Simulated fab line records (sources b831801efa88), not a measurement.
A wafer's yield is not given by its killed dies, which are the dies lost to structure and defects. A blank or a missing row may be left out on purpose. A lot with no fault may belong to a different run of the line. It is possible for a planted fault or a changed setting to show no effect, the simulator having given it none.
A struck lot beside a sound one -- flow sky130 -- 16 out of 708 route steps
Sound: these wafers, L779.2, L779.4, L779.6. Wafers L784.1, L784.4, L784.6 were the ones struck. The cause is given at the end.
Per side, at each step with rows, come the tool, then ch with its chambers, and then its first start. Under that, the readings that differ: sound wafers -- struck wafers -- difference of the means -- sigmas: that difference in standard deviations of wafers without a fault.
alike: a reading whose means differ by less than 2 such deviations, as well as words and numbers matching on both sides. not compared: withheld readings; readings where some wafer has no value; bounds like >300 that might hide an equal value; numbers whose values overlap and for which the record gives no deviation.
The two part at a step that has a row with sigmas, a row that says differs or no value, or rows on one side only. Numbers that don't overlap but have no deviation are shown without sigmas and don't part them. A reading missing from all wafers of one side parts the sides only when that side holds two or more wafers.

SKY_SPACER_THK_MEAS_01:
  sound on filmMetro-01 at day 23 18:17; struck on filmMetro-03 at day 25 12:14
  alike: SPACER_CVD_00_THK
SKY_SPACER_ETCHBACK_02: etches Si3N4 in CH3F/O2, stops on SiO2, time 46.7 s, target depth 45 nm.
  sound on rieDiel-02 ch 1,2,3, day 23 18:20; struck on rieDiel-04 ch 1,2, day 25 12:18
  alike: drypumpMotorCurrentA, oesProductAu, throttleValvePct
  not compared: rfHoursCounterH
then, 8 steps without rows for these wafers: SKY_POLY_CUT_DEHYDRATE_00 (time 60 s); SKY_POLY_CUT_HMDS_01 (prime time 60 s); SKY_POLY_CUT_COAT_02 (resist thk 60 nm); SKY_POLY_CUT_COAT_03 (resist thk 450 nm); SKY_POLY_CUT_SOFTBAKE_04 (time 90 s); SKY_POLY_CUT_EXPOSE_05 (exposes mask NPCM, target cd 270 nm); SKY_POLY_CUT_PEB_06; SKY_POLY_CUT_DEVELOP_07 (develop time 60 s).
SKY_POLY_CUT_CD_MEAS_08 targets a cd of 270 nm.
  sound on cdSem-02 at day 25 00:20; struck on cdSem-02 at day 26 17:14
  alike: cdNm
SKY_POLY_CUT_OVL_MEAS_09:
  sound on overlay-01 at day 25 00:26; struck on overlay-02 at day 26 17:21
  alike: POLY_CUT_OVL
SKY_POLY_CUT_ETCH_10: etches BARC in N2/H2, stops on SiO2, time 45.9 s, target depth 60 nm.
  sound on rieDiel-01 ch 0,1,3, day 25 00:28; struck on rieDiel-01 ch 0,2,3, day 26 17:23
  no value came back on the struck wafers for any of 5 readings (biasW (W), chamberPressureMTorr (mTorr) and others); on the sound wafers biasW (W) reads 99.7 99.8 99.5
reading,sound,struck,difference,sigmas
model.KrF-thick_of_POLY_CUT_COAT_03.thkNm (nm),410.4 410.9 410.4,437 436.5 436,+26,
  not compared: rfHoursCounterH
SKY_POLY_CUT_ETCH_11: etches Si3N4 in CF4/CH2F2/Ar, stops on poly-Si, time 42.5 s, target depth 60 nm.
  sound on rieDiel-01 ch 0,1,3, day 25 00:31; struck on rieDiel-01 ch 0,2,3, day 26 17:25
reading,sound,struck,difference,sigmas
oesProductAu (a.u.),0.819 0.823 0.812,0.370 0.378 0.370,-0.445,-67
throttleValvePct (%),14.986 14.995 15.000,14.935 14.950 14.943,-0.051,-5
  alike: biasW, cf4FlowSccm, drypumpMotorCurrentA
  not compared: rfHoursCounterH
SKY_POLY_CUT_STRIP_12: strips in O2/N2.
  sound on plasmaAsher-04 ch 0,1, day 25 00:34; struck on plasmaAsher-03 ch 0,1, day 26 17:28
reading,sound,struck,difference,sigmas
oesProductAu (a.u.),0.461 0.443 0.451,0.463 0.467 0.465,+0.013,+3
stripTimeToEndpointS (s),5.383 5.392 5.380,5.646 5.621 5.644,+0.252,+14
  alike: drypumpMotorCurrentA
  not compared: rfHoursCounterH
-- record jumps: 21 days separate the struck wafers' starts on either side; left off in module POLY_CUT, taken up again in module PAD_OPEN, whose first shown step is the route's number 708 --
SKY_PAD_OPEN_PROBE_99:
  sound on prober-02 at day 46 08:07; struck on prober-01 at day 47 10:12
reading,sound,struck,difference,sigmas
killedAtFrontEnd,19 20 15,410 417 419,+397,+97
killedDies,91 89 82,492 492 492,+405,+43
killedOnRim,19 19 17,96 96 96,+78,+20
  alike: killed_at_M0_to_M3, killed_at_M4_up, killedAtContacts, killedAtOther, killedOpen, killedShort

WHERE THEY PART
Earliest at SKY_POLY_CUT_ETCH_10; latest, in this record, at SKY_PAD_OPEN_PROBE_99.

WHY: whatever the simulator had introduced
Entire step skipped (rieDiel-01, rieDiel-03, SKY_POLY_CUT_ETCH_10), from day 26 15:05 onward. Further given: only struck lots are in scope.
